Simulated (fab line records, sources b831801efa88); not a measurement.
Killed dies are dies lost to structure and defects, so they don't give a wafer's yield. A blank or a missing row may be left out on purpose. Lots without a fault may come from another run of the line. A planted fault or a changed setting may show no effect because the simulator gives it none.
Chamber matching | flow sky130 | SKY_FIELD_ISO_CMP_27 on cmp-01: 4 sister chambers
The step polishes, stops on Si3N4, t overpolish 16 s, target thk 457.8 nm. 18 wafers are shown with their chamber, then 9 later ones without.

WAFERS WITH THEIR CHAMBER
wafer  | chamber | motor_current_A (A) | time_to_endpoint_s (s) | edge_zone_pressure_frac
L706.2 | 1       | 11.7                | 109                    | 0.994
L706.4 | 2       | 12.6                | 114                    | 1.009
L706.5 | 2       | 12.8                | 114                    | 1.003
L707.2 | 3       | 14.8                | 101                    | 0.993
L707.5 | 1       | 12.6                | 106                    | 0.999
L707.6 | 0       | 11.0                | 110                    | 1.005
L708.1 | 0       | 10.9                | 113                    | 1.003
L708.4 | 3       | 14.0                | 102                    | 1.007
L708.5 | 0       | 11.1                | 115                    | 0.996
L719.2 | 1       | 12.3                | 108                    | 0.998
L719.5 | 1       | 11.9                | 108                    | 0.993
L719.6 | 0       | 10.6                | 113                    | 0.995
L721.1 | 1       | 12.0                | 107                    | 0.993
L721.2 | 2       | 13.3                | 110                    | 0.999
L721.5 | 1       | 12.1                | 106                    | 0.999
L722.4 | 1       | 11.4                | 105                    | 0.996
L722.5 | 1       | 12.1                | 106                    | 0.995
L722.6 | 0       | 10.8                | 109                    | 1.005

SIGNATURES (means of the wafers above)
reading                 | chamber 0 | chamber 1 | chamber 2 | chamber 3 | scatter within a chamber
motor_current_A         | 10.880    | 12.012    | 12.900    | 14.400    | 0.344
time_to_endpoint_s      | 112.00    | 106.88    | 112.67    | 101.50    | 1.85
edge_zone_pressure_frac | 1.00080   | 0.99587   | 1.00367   | 1.00000   | 0.00455
Rule: a wafer's distance from a chamber is the root of the sum, over the readings, of the square of ((its reading less the chamber's mean) divided by the reading's scatter). The wafer belongs to the nearest chamber; if the next one is less than 2 further off, it can't be placed. The scatter: the root of (the sum of the squares of (reading less its chamber's mean) over the shown wafers, divided by (wafers less chambers)).

WAFERS WITHOUT THEIR CHAMBER
wafer  | motor_current_A (A) | time_to_endpoint_s (s) | edge_zone_pressure_frac
L724.1 | 10.5                | 111                    | 1.000
L724.5 | 13.8                | 100                    | 1.008
L724.6 | 10.6                | 108                    | 0.996
L727.2 | 14.0                | 101                    | 1.002
L727.3 | 12.4                | 111                    | 1.008
L727.6 | 10.7                | 112                    | 1.003
L729.1 | 14.1                | 105                    | 0.997
L729.3 | 10.8                | 113                    | 1.004
L729.4 | 11.9                | 107                    | 0.993

WHICH CHAMBER EACH WENT THROUGH
wafer  | from the rows above     | in truth
L724.1 | 0                       | 0
L724.5 | 3                       | 3
L724.6 | can't be placed: 0 or 1 | 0
L727.2 | 3                       | 3
L727.3 | can't be placed: 2 or 1 | 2
L727.6 | 0                       | 0
L729.1 | 3                       | 3
L729.3 | 0                       | 0
L729.4 | 1                       | 1
Placed correctly: 7 of 9. Can't be placed from these rows: 2 (the true chamber is among the candidates in 2). Placed wrongly: 0.
